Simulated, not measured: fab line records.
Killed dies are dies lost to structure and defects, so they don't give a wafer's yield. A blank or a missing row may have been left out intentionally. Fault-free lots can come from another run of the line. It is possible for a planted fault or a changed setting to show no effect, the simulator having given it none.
One fault through the eyes of 2 desks || flow gf180mcu || each desk holds nothing but its own numbers, with what lay behind them at the end

== THE TOOL OWNER'S DESK: lithoTrack-01 ==
Per lot that ran on this tool, the mean of the sampled wafers carrying a number, from the tool's own readings at GF_M4_SOFTBAKE_10 (time 60 s). A lot is out of limits, marked OUT, if its mean lies more than 4 standard deviations from the usual mean; the brackets give that distance.
Columns: A = heaterPowerTotalW at GF_M4_SOFTBAKE_10, usual 93.05 W; B = plateTempC at GF_M4_SOFTBAKE_10, usual 130.01 C
{"lot": "L352", "first seen here": "day 26 11:25", "A": 93.01, "B": 129.94}
{"lot": "L354", "first seen here": "day 26 15:49", "A": 93.05, "B": 129.92}
{"lot": "L358", "first seen here": "day 27 08:22", "A": 93.03, "B": 130.05}
{"lot": "L360", "first seen here": "day 28 03:56", "A": 93.04, "B": 130.05}
{"lot": "L366", "first seen here": "day 29 23:44", "A": "90.34 (-47) OUT", "B": "127.16 (-22) OUT"}
{"lot": "L368", "first seen here": "day 30 10:41", "A": "90.23 (-49) OUT", "B": "126.97 (-23) OUT"}
Finding of this desk: L366, L368 out of limits; the first was L366 at day 29 23:44, on heaterPowerTotalW at GF_M4_SOFTBAKE_10. In limits: L352, L354, L358, L360.

== THE METROLOGY DESK ==
Lot by lot, what the gauges showed, no matter which tool ran the lot: averages of those sampled wafers that carry a number. A lot is out of limits, marked OUT, if its mean lies more than 4 standard deviations from the usual mean; the brackets give that distance.
Columns: A = cdNm at GF_V3_CD_MEAS_14, usual 260.3 nm; B = V3_OVL at GF_V3_OVL_MEAS_15, usual -1 nm; C = cdNm at GF_M4_CD_MEAS_14, usual 280.0 nm
{"lot": "L345", "first seen here": "day 21 14:07", "A": 259.8, "B": 1, "C": 278.9}
{"lot": "L346", "first seen here": "day 21 18:35", "A": 259.3, "B": -1, "C": 279.0}
{"lot": "L347", "first seen here": "day 22 16:18", "A": 262.4, "B": 2, "C": 279.8}
{"lot": "L349", "first seen here": "day 22 23:41", "A": 261.5, "B": 5, "C": 279.8}
{"lot": "L352", "first seen here": "day 25 23:38", "A": 259.9, "B": -0, "C": 279.7}
{"lot": "L353", "first seen here": "day 26 01:31", "A": 260.3, "B": 2, "C": 279.0}
{"lot": "L355", "first seen here": "day 26 03:09", "A": 258.8, "B": 2, "C": 280.5}
{"lot": "L354", "first seen here": "day 26 04:14", "A": 259.3, "B": -0, "C": 279.7}
{"lot": "L358", "first seen here": "day 26 20:35", "A": 259.7, "B": -4, "C": 279.0}
{"lot": "L360", "first seen here": "day 27 16:45", "A": 259.2, "B": 4, "C": 281.2}
{"lot": "L361", "first seen here": "day 27 22:22", "A": 260.3, "B": 3, "C": 278.4}
{"lot": "L366", "first seen here": "day 29 13:27", "A": 261.8, "B": -5, "C": "286.3 (+5.2) OUT"}
{"lot": "L368", "first seen here": "day 30 00:03", "A": 260.6, "B": 5, "C": "285.8 (+4.8) OUT"}
Finding of this desk: L366, L368 out of limits; the first was L366 at day 30 09:14, on cdNm at GF_M4_CD_MEAS_14. In limits: L345, L346, L347, L349, L352, L353, L355, L354, L358, L360, L361.

== BROUGHT TOGETHER ==
The tool owner's desk could have raised an alarm at day 29 23:44, on L366, L368.
The metrology desk could have raised an alarm at day 30 09:14, on L366, L368.
Of the lots named, all ran GF_M4_SOFTBAKE_10 on lithoTrack-01.

== WHAT THE SIMULATOR PUT IN ==
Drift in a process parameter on lithoTrack-01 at GF_M4_SOFTBAKE_10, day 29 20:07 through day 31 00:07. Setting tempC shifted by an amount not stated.
Lots struck among those shown: L366, L368.
Fault start to first reading out of limits, in hours, per desk: tool owner, 4; metrology, 13.
